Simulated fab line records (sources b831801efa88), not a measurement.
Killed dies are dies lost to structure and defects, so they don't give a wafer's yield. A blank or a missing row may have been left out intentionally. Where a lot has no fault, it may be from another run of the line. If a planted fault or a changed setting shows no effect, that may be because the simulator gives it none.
The same fault as seen by 2 desks	flow gf180mcu	each desk has only its own numbers; what lay behind them comes last

THE METROLOGY DESK
Means of the sampled wafers that have a number, per lot and without regard to the tool the lot ran on: this is what the gauges read. Any lot whose mean is over 4 standard deviations away from the usual mean is out of limits and marked OUT; that distance is given in the brackets. Shown here are 7 of its 9 readings, the ones lying furthest out on some lot.
Columns: A = CONTACT_W_RS at GF_CONTACT_RS_MEAS_25, usual 0.379 ohm/sq; B = CONTACT_W_THK at GF_CONTACT_THK_MEAS_26, usual 314 nm; C = M1_ALCU_RS at GF_M1_RS_MEAS_05, usual 0.0698 ohm/sq; D = M1_ALCU_THK at GF_M1_THK_MEAS_06, usual 438 nm; E = cd-nm at GF_M1_CD_MEAS_14, usual 229.7 nm; F = M1_OVL at GF_M1_OVL_MEAS_15, usual 4 nm; G = V1_CVD_02_THK at GF_V1_THK_MEAS_03, usual 848 nm
lot	first seen here	A	B	C	D	E	F	G
L960	day 16 23:09	0.378	314	0.0685	442	228.5	-1	865
L963	day 18 03:30	0.385	306	0.0692	443	228.3	5	846
L969	day 20 05:03	0.387	307	0.0710	432	230.8	2	854
L970	day 20 13:16	0.376	316	0.0697	441	229.6	5	854
L980	day 24 00:58	0.374	319	0.0690	440	231.5	10	856
L981	day 24 15:22	0.378	314	0.0693	440	227.9	6	842
This desk's finding: nothing out of limits on any of the 6 lots.

THE TOOL OWNER'S DESK: pvd-sputter-02
At GF_M1_SPUTTER_01 (material TiN, target thk 30 nm, time 25 s) the tool's own readings: per lot run on this tool, the mean of the sampled wafers that have a number. Any lot whose mean is over 4 standard deviations away from the usual mean is out of limits and marked OUT; that distance is given in the brackets.
Columns: A = throttle-valve-pct at GF_M1_SPUTTER_01, usual 29.7 %
lot	first seen here	A
L963	day 18 04:02	30.0
L969	day 20 05:35	29.5
L970	day 20 13:50	29.7
L980	day 24 01:32	29.6
L981	day 24 15:57	30.0
This desk's finding: nothing out of limits on any of the 5 lots.

ALL TOGETHER
From the metrology desk's view, nothing was out of limits.
Nothing out of limits was seen by the tool owner's desk.

WHAT THE SIMULATOR HAD PUT IN
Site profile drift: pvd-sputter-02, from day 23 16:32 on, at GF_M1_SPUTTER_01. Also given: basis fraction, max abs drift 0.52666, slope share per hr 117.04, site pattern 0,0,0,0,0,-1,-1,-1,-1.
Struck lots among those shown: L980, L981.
